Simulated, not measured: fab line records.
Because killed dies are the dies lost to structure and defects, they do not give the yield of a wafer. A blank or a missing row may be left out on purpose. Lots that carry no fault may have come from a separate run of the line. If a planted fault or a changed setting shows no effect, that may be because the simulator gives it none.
Which tool is to blame? -- flow sky130 -- 18 wafers from 6 lots sampled at 2 of the route's 708 steps

## WHAT THE GAUGES SHOWED, per wafer
SKY_VT_ADJUST_NCORE_OVL_MEAS_08.
lot,measured,on,VT_ADJUST_NCORE_OVL (nm)
L510,day 10 01:46,overlay-01,1.6 2.4 -0.1
L512,day 10 13:32,overlay-02,-1.5 -1.0 -3.3
L514,day 10 18:14,overlay-01,-193.0 -192.6 -193.5
L517,day 11 15:40,overlay-01,-192.0 -192.6 -192.4
L521,day 12 22:28,overlay-01,1.5 -1.7 0.9
L529,day 15 10:43,overlay-01,-0.9 -0.7 0.3

## WHICH TOOL RAN EACH LOT (tool, then ch and the chambers of the sampled wafers, then the start)
lot,SKY_VT_ADJUST_NCORE_EXPOSE_04
L510,"iline-stepper-02 ch 0, day 9 14:56"
L512,"iline-stepper-01 ch 0, day 10 02:17"
L514,"iline-stepper-01 ch 0, day 10 07:21"
L517,"iline-stepper-01 ch 0, day 11 03:04"
L521,"iline-stepper-02 ch 0, day 12 10:02"
L529,"iline-stepper-02 ch 0, day 14 20:40"
- SKY_VT_ADJUST_NCORE_EXPOSE_04: exposes mask LVTN COMPLEMENT THIN, target cd 380 nm.

## THE ANSWER, worked out from the rows above alone
Rule: the usual values come from the lots themselves. Put in order of their means at a reading, lots are off if they are a third of the lots or fewer, leave a main group of 4 or more, and stand apart from it by a gap of 3 or more times the standard deviation of the main group's means; of several such gaps the widest counts. A main group whose means are all the same, to the digits that the tables above print for the reading, isn't used. A lot without any number at a reading at which 4 lots or more have one is off too. Where the step has rows for the other lots, those lots are counted as sound.
Off: L514, L517, at SKY_VT_ADJUST_NCORE_OVL_MEAS_08 (VT_ADJUST_NCORE_OVL). For the main group the mean is -0.2 nm and the standard deviation 1.2.
If a tool, at a process step before that reading, ran all the lots that are off and no sound lot after the first of them, it fits. Those tools and the gauges at SKY_VT_ADJUST_NCORE_OVL_MEAS_08 are tried in the same way. One candidate fits, namely iline-stepper-01 at SKY_VT_ADJUST_NCORE_EXPOSE_04. Its last sound lot is L512 (day 10 02:17), its first lot that is off L514 (day 10 07:21): a fault that began between those two fits.

## WHAT WAS PUT IN BY THE SIMULATOR
Scanner matching overlay: iline-stepper-01, from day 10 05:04 on, at SKY_VT_ADJUST_NCORE_EXPOSE_04. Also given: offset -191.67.
Struck lots among those shown: L514, L517. The rule given above showed the same thing.
